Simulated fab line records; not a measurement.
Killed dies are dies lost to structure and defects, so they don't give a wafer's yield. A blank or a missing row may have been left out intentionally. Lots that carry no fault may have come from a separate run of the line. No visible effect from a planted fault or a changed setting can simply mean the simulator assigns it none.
2 desks, one fault	flow sky130	what lay behind the numbers comes last; until then each desk has only its own

== METROLOGY DESK ==
Lot by lot, what the gauges showed, no matter which tool ran the lot: averages of those sampled wafers that carry a number. Any lot whose mean is over 4 standard deviations away from the usual mean is out of limits and marked OUT; that distance is given in the brackets.
Columns: A = VIA1_OVL at SKY_VIA1_OVL_MEAS_13, usual -2 nm; B = CAPM_CVD_00_THK at SKY_CAPM_THK_MEAS_01, usual 15.56 nm
lot	first seen here	A	B
L272	day 34 21:31	-0	15.42
L274	day 35 08:49	-3	15.62
L277	day 36 01:38	-2	16.25
L278	day 36 16:17	-10	16.22
L281	day 37 20:39	-3	15.60
L286	day 38 23:55	1	15.69
L288	day 39 10:19	-1	15.76
L289	day 39 12:47	-6	15.63
L290	day 39 19:31	-3	15.47
L291	day 40 03:13	9	15.72
L293	day 40 15:40	-6	15.42
This desk's verdict: no lot among the 11 shows anything out of limits.

== THE TOOL OWNER'S DESK: pecvd-03 ==
The tool's own readings at SKY_CAPM_CVD_00 (deposits SiO2, target thk 15.5 nm): means of the sampled wafers that have a number, for each lot that ran on this tool. Any lot whose mean is over 4 standard deviations away from the usual mean is out of limits and marked OUT; that distance is given in the brackets.
Columns: A = heater power w at SKY_CAPM_CVD_00, usual 730 W; B = rf fwd power W at SKY_CAPM_CVD_00, usual 441.5 W
lot	first seen here	A	B
L272	day 37 05:15	726	440.8
L274	day 37 17:35	810	443.5
L277	day 38 11:04	734	514.6 (+37) OUT
L278	day 38 23:50	600	514.4 (+36) OUT
L289	day 41 18:04	730	442.9
L291	day 42 08:04	800	440.9
This desk's finding: out of limits on L277, L278; first on L277, day 38 11:04 (rf fwd power W at SKY_CAPM_CVD_00). Within limits: L272, L274, L289, L291.

== ALL TOGETHER ==
At day 38 11:04, on L277, L278, the tool owner's desk was in a position to raise an alarm.
At the metrology desk, nothing out of limits was observed.
The metrology desk has L277, L278 on record, within its limits.
Of the lots named, all ran SKY_CAPM_CVD_00 on pecvd-03.

== WHAT WAS PUT IN BY THE SIMULATOR ==
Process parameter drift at SKY_CAPM_CVD_00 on pecvd-03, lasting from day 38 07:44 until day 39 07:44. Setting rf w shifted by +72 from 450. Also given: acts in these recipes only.
Lots struck among those shown: L277, L278.
How many hours passed from the start of the fault until each desk's first out-of-limits reading: the tool owner's desk, 3.
